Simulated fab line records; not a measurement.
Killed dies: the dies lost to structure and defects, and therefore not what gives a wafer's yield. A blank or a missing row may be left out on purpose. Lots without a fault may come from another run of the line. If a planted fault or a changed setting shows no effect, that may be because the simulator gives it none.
fab line records | flow sky130
record: lots: 14 wafers: 42 last-day: 50
route steps=708 shown LDD_N@253 LDD_P@265
lots untouched by any fault: they come from a run of this same line in which no faults occurred
start-h: hours from the record's first day to the start of the lot's first wafer shown | wait-h: hours elapsed since this lot's preceding step | " as in the row above | L1.1+2: a row that stands for several wafers | - no value present, or no start provided | * or withheld: withheld | < > ~ a bound
route shown NAME@n: NAME is a module with steps in the file, n the number in the route of the first one | usual: the fault-free wafers' mean and standard deviation | same: alike in all rows | chamber/n: place in a boat | sites: per-site readings | _std_site: how widely they spread, as a standard deviation | _edge_site: inner sites' mean taken away from outer sites' mean | radius-mm: how far each site lies from the wafer's centre | mask NAME#n: copy n | behind: tool/chamber where the wafer was last shaped | hold: reason for holding the lot/hours on hold/outcome of the hold | device: transistor that didn't switch, given as n, p or np | end of line: tests of these same wafers at the route's end | for a step that has no rows: nothing shown but its recipe | killed: the dies lost at the first sort to structure and to defects; this is not the yield of the wafer | map: shows each die of a wafer: x if killed, . if not, _ if none is there
set.NAME: the setting the step ran with; set.NAME@STEP: the setting that earlier step ran with | model.NAME: the simulator's own value behind a step, which no gauge read
the route's steps for a sample of lots (tables are steps, rows are wafers)
services: from which hour (start-h, from the record's first day; less than 0 if before it) a tool's chamber was out of use, for how many hours, and why
== steps ==
step: SKY_LDD_N_STRIP_16
recipe: chemistry: O2/N2 power-w: 1400 pressure-mtorr: 1500 platen-temp-c: withheld o2-flow-sccm: 3000 n2-flow-sccm: 300 overash-fraction: 0.5
usual: chamber-pressure-mTorr: 1500.1/1.3 drypump-motor-current-A: 6.1/0.48 oes-product-au: 0.406/0.0047 strip-time-to-endpoint-s: 4.316/0.017
columns lot.wafer tool chamber start-h wait-h chamber-pressure-mTorr drypump-motor-current-A oes-product-au rf-hours-counter-h strip-time-to-endpoint-s
L213.1 plasma-asher-04 0 392.72 0.1 1500.9 6.7 0.408 56 4.307
L213.4 " 1 " " 1500.6 5.8 0.405 - 4.308
L213.6 " 1 " " 1498.3 5.8 0.400 - 4.320
L214.1 plasma-asher-03 1 402.18 0.1 1497.0 5.7 0.406 70 4.314
L214.3 " 1 " " 1499.2 5.7 0.404 - 4.310
L214.4 " 0 " " 1499.9 6.3 0.413 - 4.307
L215.2 plasma-asher-04 1 422.52 0.1 1502.2 5.8 0.404 59 4.323
L215.5 " 1 " " 1500.6 5.8 0.405 - 4.328
L215.6 " 0 " " 1499.2 6.6 0.408 - 4.304
L216.1 plasma-asher-04 1 437.43 0.1 1499.2 5.8 0.405 61 4.292
L216.3 " 0 " " 1500.4 6.6 0.408 - 4.308
L216.6 " 1 " " 1500.0 5.8 0.409 - 4.296
L218.2 plasma-asher-03 0 445.58 0.1 1501.6 6.3 0.401 74 4.316
L218.3 " 1 " " 1497.9 5.7 0.411 - 4.329
L218.4 " 0 " " 1500.8 6.3 0.407 - 4.332
L219.1 plasma-asher-04 0 461.73 0.1 - - - - -
L219.2 " 1 " " - - - - -
L219.5 " 0 " " - - - - -
L220.2 plasma-asher-04 0 464.57 0.1 - - - - -
L220.4 " 1 " " - - - - -
L220.5 " 0 " " - - - - -
L222.3 plasma-asher-04 0 483.56 0.1 1498.8 6.7 0.411 - 4.310
L222.5 " 1 " " 1499.9 5.8 0.406 - 4.303
L222.6 " 0 " " 1498.9 6.6 0.404 - 4.303
L224.1 plasma-asher-04 0 504.62 0.1 1500.4 6.7 0.410 68 4.350
L224.3 " 1 " " 1499.3 5.7 0.406 - 4.332
L224.6 " 0 " " 1497.9 6.7 0.404 - 4.333
L228.2 plasma-asher-01 1 529.97 0.1 1501.6 6.3 0.410 10 4.304
L228.3 " 1 " " 1500.4 6.3 0.406 - 4.309
L228.6 " 0 " " 1499.9 4.9 0.407 - 4.300
L230.1 plasma-asher-01 1 550.34 0.1 1499.6 6.3 0.410 13 4.308
L230.3 " 0 " " 1499.8 4.9 0.403 - 4.302
L230.6 " 0 " " 1499.4 4.9 0.399 - 4.315
L233.3 plasma-asher-04 1 578.51 0.1 1498.9 5.8 0.401 - 4.307
L233.5 " 1 " " 1500.0 5.8 0.406 - 4.300
L233.6 " 0 " " 1501.9 6.6 0.404 - 4.300
L234.1 plasma-asher-04 0 589.48 0.1 1501.7 6.6 0.406 77 4.325
L234.3 " 1 " " 1499.9 5.8 0.401 - 4.333
L234.6 " 0 " " 1498.9 6.6 0.414 - 4.338
L236.1 plasma-asher-03 1 619.68 0.1 1498.7 5.7 0.409 90 4.339
L236.2 " 0 " " 1500.7 6.3 0.410 90 4.325
L236.4 " 1 " " 1499.2 5.7 0.398 - 4.331
step: SKY_LDD_P_STRIP_10
recipe: chemistry: O2/N2 power-w: 1400 pressure-mtorr: 1500 platen-temp-c: withheld o2-flow-sccm: 3000 n2-flow-sccm: 300 overash-fraction: 0.5
usual: chamber-pressure-mTorr: 1500.0/1.4 drypump-motor-current-A: 6.0/0.4 oes-product-au: 0.715/0.0041 strip-time-to-endpoint-s: 14.17/0.043
columns lot.wafer tool chamber start-h wait-h chamber-pressure-mTorr drypump-motor-current-A oes-product-au rf-hours-counter-h strip-time-to-endpoint-s
L213.1 plasma-asher-03 1 422.30 0.1 1496.8 5.7 0.707 72 14.17
L213.4 " 1 " " 1500.8 5.7 0.719 - 14.18
L213.6 " 1 " " 1499.9 5.7 0.709 - 14.23
L214.1 plasma-asher-04 1 431.92 0.1 1501.6 5.8 0.712 61 14.21
L214.3 " 1 " " 1501.3 5.8 0.718 - 14.22
L214.4 " 0 " " 1502.3 6.7 0.715 - 14.24
L215.2 plasma-asher-02 1 453.95 0.1 1498.1 5.5 0.712 32 14.20
L215.5 " 0 " " 1499.2 5.9 0.711 - 14.22
L215.6 " 1 " " 1499.1 5.5 0.721 - 14.20
L216.1 plasma-asher-04 0 468.54 0.1 1500.8 6.6 0.717 64 14.23
L216.3 " 1 " " 1500.1 5.8 0.714 - 14.22
L216.6 " 1 " " 1497.8 5.8 0.714 - 14.24
L218.2 plasma-asher-04 0 476.45 0.1 1501.0 6.6 0.717 65 14.23
L218.3 " 1 " " 1499.3 5.8 0.711 - 14.14
L218.4 " 0 " " 1500.5 6.6 0.709 - 14.14
L219.1 plasma-asher-04 1 493.20 0.1 1499.4 5.8 0.707 66 18.69
L219.2 " 0 " " 1497.9 6.6 0.707 66 18.70
L219.5 " 0 " " 1499.9 6.6 0.712 - 18.68
L220.2 plasma-asher-02 1 495.94 0.1 1497.6 5.5 0.718 36 18.73
L220.4 " 1 " " 1502.7 5.5 0.713 - 18.74
L220.5 " 0 " " 1498.4 5.9 0.714 - 18.75
L222.3 plasma-asher-04 0 514.68 0.1 1500.1 6.6 0.713 - 14.11
L222.5 " 1 " " 1500.6 5.8 0.715 - 14.13
L222.6 " 0 " " 1498.8 6.6 0.714 - 14.11
L224.1 plasma-asher-03 0 534.79 0.1 1501.0 6.3 0.715 81 14.14
L224.3 " 1 " " 1501.8 5.7 0.717 - 14.15
L224.6 " 1 " " 1500.5 5.7 0.709 - 14.19
L228.2 plasma-asher-03 1 560.30 0.1 1501.2 5.7 0.716 84 14.18
L228.3 " 0 " " 1502.0 6.3 0.707 - 14.18
L228.6 " 1 " " 1498.8 5.7 0.716 - 14.17
L230.1 plasma-asher-04 0 580.64 0.1 1497.0 6.6 0.715 76 14.23
L230.3 " 0 " " 1501.6 6.7 0.719 - 14.18
L230.6 " 1 " " 1501.7 5.8 0.724 - 14.17
L233.3 plasma-asher-02 1 608.03 0.1 1499.1 5.5 0.718 - 14.21
L233.5 " 1 " " 1499.0 5.5 0.714 - 14.19
L233.6 " 0 " " 1502.4 5.9 0.720 - 14.17
L234.1 plasma-asher-02 0 618.89 0.1 1498.8 5.9 0.720 48 14.17
L234.3 " 1 " " 1499.8 5.5 0.718 - 14.18
L234.6 " 1 " " 1501.0 5.5 0.713 - 14.21
L236.1 plasma-asher-02 0 648.49 0.1 1501.1 5.9 0.713 51 14.07
L236.2 " 1 " " 1500.5 5.5 0.721 51 14.17
L236.4 " 0 " " 1498.2 5.9 0.720 - 14.09
step: SKY_LDD_P_TW_MEAS_11
usual: LDD_P_TW: 634/7.2
columns lot.wafer tool chamber start-h wait-h LDD_P_TW
L213.1 film-metro-01 - 422.40 0.1 623
L213.4 " - " " 622
L213.6 " - " " 621
L214.1 film-metro-03 - 432.02 0.1 643
L214.3 " - " " 641
L214.4 " - " " 647
L215.2 film-metro-02 - 454.06 0.1 634
L215.5 " - " " 635
L215.6 " - " " 633
L216.1 film-metro-02 - 468.64 0.1 639
L216.3 " - " " 641
L216.6 " - " " 639
L218.2 film-metro-02 - 476.56 0.1 636
L218.3 " - " " 641
L218.4 " - " " 635
L219.1 film-metro-01 - 493.30 0.1 30
L219.2 " - " " 29
L219.5 " - " " 30
L220.2 film-metro-02 - 496.05 0.1 30
L220.4 " - " " 30
L220.5 " - " " 30
L222.3 film-metro-01 - 514.77 0.1 623
L222.5 " - " " 624
L222.6 " - " " 625
L224.1 film-metro-03 - 534.89 0.1 644
L224.3 " - " " 640
L224.6 " - " " 643
L228.2 film-metro-01 - 560.41 0.1 625
L228.3 " - " " 626
L228.6 " - " " 624
L230.1 film-metro-03 - 580.74 0.1 641
L230.3 " - " " 641
L230.6 " - " " 641
L233.3 film-metro-02 - 608.12 0.1 638
L233.5 " - " " 639
L233.6 " - " " 636
L234.1 film-metro-01 - 618.99 0.1 633
L234.3 " - " " 631
L234.6 " - " " 631
L236.1 film-metro-02 - 648.59 0.1 636
L236.2 " - " " 638
L236.4 " - " " 639
== services ==
columns tool chamber start-h hours kind
plasma-asher-03 - 373.74 6.5 repair
plasma-asher-01 - 421.25 9.0 pm
plasma-asher-01 0 421.25 9.0 vent-cycle
plasma-asher-01 1 421.25 9.0 vent-cycle
plasma-asher-01 0 430.25 - clean
plasma-asher-01 1 430.25 - clean
plasma-asher-01 - 477.44 1.8 repair
plasma-asher-02 - 496.06 3.6 repair
plasma-asher-01 - 500.46 2.1 repair
plasma-asher-03 - 509.35 23.5 pm
plasma-asher-02 - 540.31 3.8 repair
plasma-asher-04 - 542.36 5.1 repair
plasma-asher-03 - 608.47 2.8 pm
plasma-asher-03 - 639.00 1.9 repair
== key ==
first-sign: step: SKY_LDD_N_STRIP_16 reading: tool-record direction: missing
effect: step: SKY_LDD_P_STRIP_10 reading: strip-time-to-endpoint-s direction: up sigmas: 99+ usual: * struck: *
effect: step: SKY_LDD_P_TW_MEAS_11 reading: LDD_P_TW direction: down sigmas: 84 usual: 634 struck: 30
met-at SKY_LDD_N_STRIP_16
struck-lots L219,L220
sort-left-out L219.1,L219.2,L219.5,L220.2,L220.4,L220.5
tester-left-out L219,L220
onset-between 437.43 461.73
fault: kind: skipped-step-whole tool: plasma-asher-04 chamber: - onset-h: 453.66 steps: SKY_LDD_N_STRIP_16 scope: struck-lots-only
tester-left-out: of these lots the tester's yield and bins aren't shown, on N5 and GAA mostly nor the transistor test; their killed dies are dies lost to structure and defects alone, not to doping, threshold or leakage, so they don't give the yield
sort-left-out: the simulated sort isn't trusted on such a fault, so these wafers' sort isn't shown, and their yield isn't known
